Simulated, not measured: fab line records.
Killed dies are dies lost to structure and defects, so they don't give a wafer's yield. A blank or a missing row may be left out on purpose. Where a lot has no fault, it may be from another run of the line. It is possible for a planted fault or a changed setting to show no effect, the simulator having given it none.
A struck lot beside a sound one ; flow sky130 ; 29 steps out of a route of 708
Sound: the wafers L926.3, L926.4, L926.6. Struck: wafers L934.1, L934.5, L934.6. The cause is named last.
Order at every step that has rows: each side's tool, ch and its chambers, its first start. Under that, the readings that differ: sound wafers ; struck wafers ; difference of the means ; sigmas: that difference in standard deviations of wafers without a fault.
alike: readings with means less than 2 such deviations apart, plus words and numbers identical on both sides. not compared: withheld readings, readings lacking a value on some wafer, bounds such as >300 that could conceal the same value, and numbers that have no deviation in the record and whose values overlap.
Wherever a step has rows on one side only, a row that says differs or no value, or a row with sigmas, the two part there. Numbers that don't overlap but have no deviation are shown without sigmas and don't part them. A reading that every wafer of one side lacks parts them only if that side has two wafers or more.

SKY_PWDE_STRIP_09: strips in O2/N2.
  sound on plasma-asher-04 ch 0,1, day 4 19:14; struck on plasma-asher-04 ch 0,1, day 6 11:03
reading;sound;struck;difference;sigmas
oes-product-au (a.u.);0.727 0.723 0.727;0.719 0.714 0.716;-0.009;-2
  alike: drypump-motor-current-A, n2-flow-sccm, strip-time-to-endpoint-s
  not compared: rf-hours-counter-h
SKY_PWDE_TW_MEAS_10:
  struck on film-metro-02, day 6 11:09; sound on film-metro-04, day 4 19:19
reading;sound;struck;difference;sigmas
PWDE_TW;375 375 377;369 369 369;-7;-2
then, 7 steps without rows for these wafers: SKY_NWELL_DEHYDRATE_03 (time 60 s); SKY_NWELL_HMDS_04 (prime time 60 s); SKY_NWELL_COAT_05 (resist thk 3000 nm); SKY_NWELL_SOFTBAKE_06; SKY_NWELL_EXPOSE_07 (exposes mask NWM, target cd 840 nm); SKY_NWELL_PEB_08; SKY_NWELL_DEVELOP_09 (develop time 60 s).
SKY_NWELL_OVL_MEAS_10:
  struck on overlay-02, day 7 06:51; sound on overlay-02, day 5 13:25
reading;sound;struck;difference;sigmas
NWELL_00_OVL (nm);-2.1 -1.0 -2.1;1.3 1.6 0.7;+2.9;+2
then, 2 steps without rows for these wafers: SKY_NWELL_IMPLANT_11; SKY_NWELL_IMPLANT_12.
SKY_NWELL_IMPLANT_13:
  struck on implanter-03, day 7 07:11; sound on implanter-02 ch 0, day 5 13:47
  no value came back on the struck wafers for beam-energy-keV, beam-on-s (s), dose-ions-cm2, faraday-current-uA; on the sound wafers beam-energy-keV reads 49.989 49.984 49.993
SKY_NWELL_STRIP_14: strips in O2/N2.
  sound on plasma-asher-01 ch 0,1, day 5 13:55; struck on plasma-asher-04 ch 0,1, day 7 07:20
  alike: drypump-motor-current-A, n2-flow-sccm, oes-product-au, strip-time-to-endpoint-s
  not compared: rf-hours-counter-h
SKY_NWELL_TW_MEAS_15:
  struck on film-metro-01, day 7 07:26; sound on film-metro-01, day 5 14:01
  alike: NWELL_TW
then, 7 steps without rows for these wafers: SKY_NWELL_DEHYDRATE_16 (time 60 s); SKY_NWELL_HMDS_17 (prime time 60 s); SKY_NWELL_COAT_18 (resist thk 3000 nm); SKY_NWELL_SOFTBAKE_19; SKY_NWELL_EXPOSE_20 (exposes mask NWM COMPLEMENT, target cd 840 nm); SKY_NWELL_PEB_21; SKY_NWELL_DEVELOP_22 (develop time 60 s).
SKY_NWELL_OVL_MEAS_23:
  struck on overlay-02, day 8 03:33; sound on overlay-02, day 6 08:01
  alike: NWELL_01_OVL
after that, 1 step had no rows for these wafers: SKY_NWELL_IMPLANT_24.
SKY_NWELL_STRIP_25: strips in O2/N2.
  sound on plasma-asher-04 ch 0,1, day 6 08:13; struck on plasma-asher-04 ch 0,1, day 8 03:44
  alike: drypump-motor-current-A, n2-flow-sccm, oes-product-au, strip-time-to-endpoint-s
  not compared: rf-hours-counter-h
SKY_NWELL_TW_MEAS_26:
  struck on film-metro-02, day 8 03:50; sound on film-metro-01, day 6 08:18
  alike: NWELL_2_TW
then, 1 step without rows for these wafers: SKY_NWELL_CLEAN_27 (cleans in SC1/SC2, time 150 s).
SKY_NWELL_RTA_28: time 30 s.
  sound on rtp-anneal-02 ch 0, day 6 08:26; struck on rtp-anneal-02 ch 0, day 8 03:57
  alike: lamp-power-pct, wafer_temp_C_max
SKY_NWELL_RS_MEAS_29: uses a four-point probe to measure.
  struck on film-metro-02, day 8 04:09; sound on film-metro-04, day 6 08:32
reading;sound;struck;difference;sigmas
NWELL_RS (ohm/sq);624.8 624.4 625.8;651.2 652.1 653.9;+27.4;+17

== WHERE THEY PART ==
Last at SKY_NWELL_RS_MEAS_29 as far as this record goes, first at SKY_PWDE_STRIP_09.

WHY: the cause the simulator had injected
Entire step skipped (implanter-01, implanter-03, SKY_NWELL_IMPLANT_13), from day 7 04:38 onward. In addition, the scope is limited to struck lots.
